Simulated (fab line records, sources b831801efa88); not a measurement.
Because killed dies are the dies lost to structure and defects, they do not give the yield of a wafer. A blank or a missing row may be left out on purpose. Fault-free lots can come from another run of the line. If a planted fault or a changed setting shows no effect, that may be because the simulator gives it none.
Struck lot and sound lot, side by side || flow sky130 || 15 out of 708 route steps
Sound: these wafers, L258.1, L258.3, L258.4. Struck: wafers L266.2, L266.3, L266.6. At the end, the cause is stated.
At each step with rows: each side's tool, then ch and its chambers, then its first start. Under that, the readings that differ: sound wafers || struck wafers || difference of the means || sigmas: that difference in standard deviations of wafers without a fault.
alike: words and numbers the same on both sides, and readings whose means are apart by under 2 such deviations; not compared: readings that were withheld, readings missing a value for some wafer, numbers with overlapping values and no deviation given by the record, and bounds like >300 which may hide the same value.
The two part at a step that has a row with sigmas, a row that says differs or no value, or rows on one side only. Non-overlapping numbers with no deviation appear without sigmas and do not part them. A reading missing from all wafers of one side parts the sides only when that side holds two or more wafers.

first, 2 steps without rows for these wafers: SKY_METAL5_CLEAN_18 (cleans in IPA, time 180 s); SKY_METAL5_CLEAN_19 (cleans in O3/DIW).
SKY_PASSIVATION_CVD_00: deposits SiO2, target thk 90 nm.
  sound on pecvd-03 ch 0,1,2, day 45 18:26; struck on pecvd-02 ch 0,1,2, day 47 07:34
  alike: heater-power-w
SKY_PASSIVATION_THK_MEAS_01:
  sound on film-metro-01 at day 45 18:27; struck on film-metro-01 at day 47 07:35
  alike: PASSIVATION_CVD_00_THK
SKY_PASSIVATION_CVD_02: deposits Si3N4, target thk 540 nm.
  sound on pecvd-02 ch 0,2, day 45 18:31; struck on pecvd-03 ch 1, day 47 07:38
  alike: heater-power-w
SKY_PASSIVATION_THK_MEAS_03:
  sound on film-metro-02 at day 45 18:44; struck on film-metro-01 at day 47 07:59
  alike: PASSIVATION_CVD_02_THK
then, 6 steps without rows for these wafers: SKY_PASSIVATION_DEHYDRATE_04 (time 60 s); SKY_PASSIVATION_HMDS_05 (prime time 60 s); SKY_PASSIVATION_COAT_06 (resist thk 3000 nm); SKY_PASSIVATION_SOFTBAKE_07; SKY_PASSIVATION_EXPOSE_08 (exposes mask NSM, target cd 3000 nm); SKY_PASSIVATION_PEB_09.
SKY_PASSIVATION_DEVELOP_10: develop time 60 s.
  sound on litho-track-04 ch 0, day 46 15:00; struck on litho-track-04 ch 0, day 48 03:00
{"reading": "developer-temp-C (C)", "sound": "22.81 23.04 22.76", "struck": "24.01 23.95 24.08", "difference": "+1.14", "sigmas": "+10"}
SKY_PASSIVATION_ETCH_11: etches the open film in CF4/O2, stops on AlCu, target depth 725 nm, time 161.1 s.
  sound on rie-diel-02 ch 0,2,3, day 46 15:43; struck on rie-diel-04 ch 0,1,2, day 48 03:34
  alike: drypump-motor-current-A, oes-product-au, throttle-valve-pct
  not compared: rf-hours-counter-h
SKY_PAD_OPEN_PROBE_99:
  rows exist in the record for the sound wafers here (prober-02, day 47 14:44), none for the struck ones

WHERE THEY PART
First at SKY_PASSIVATION_DEVELOP_10; last, within this record, at SKY_PAD_OPEN_PROBE_99.

WHY: what the simulator had put in
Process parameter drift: litho-track-04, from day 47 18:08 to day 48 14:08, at SKY_PASSIVATION_DEVELOP_10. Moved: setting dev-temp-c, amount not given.
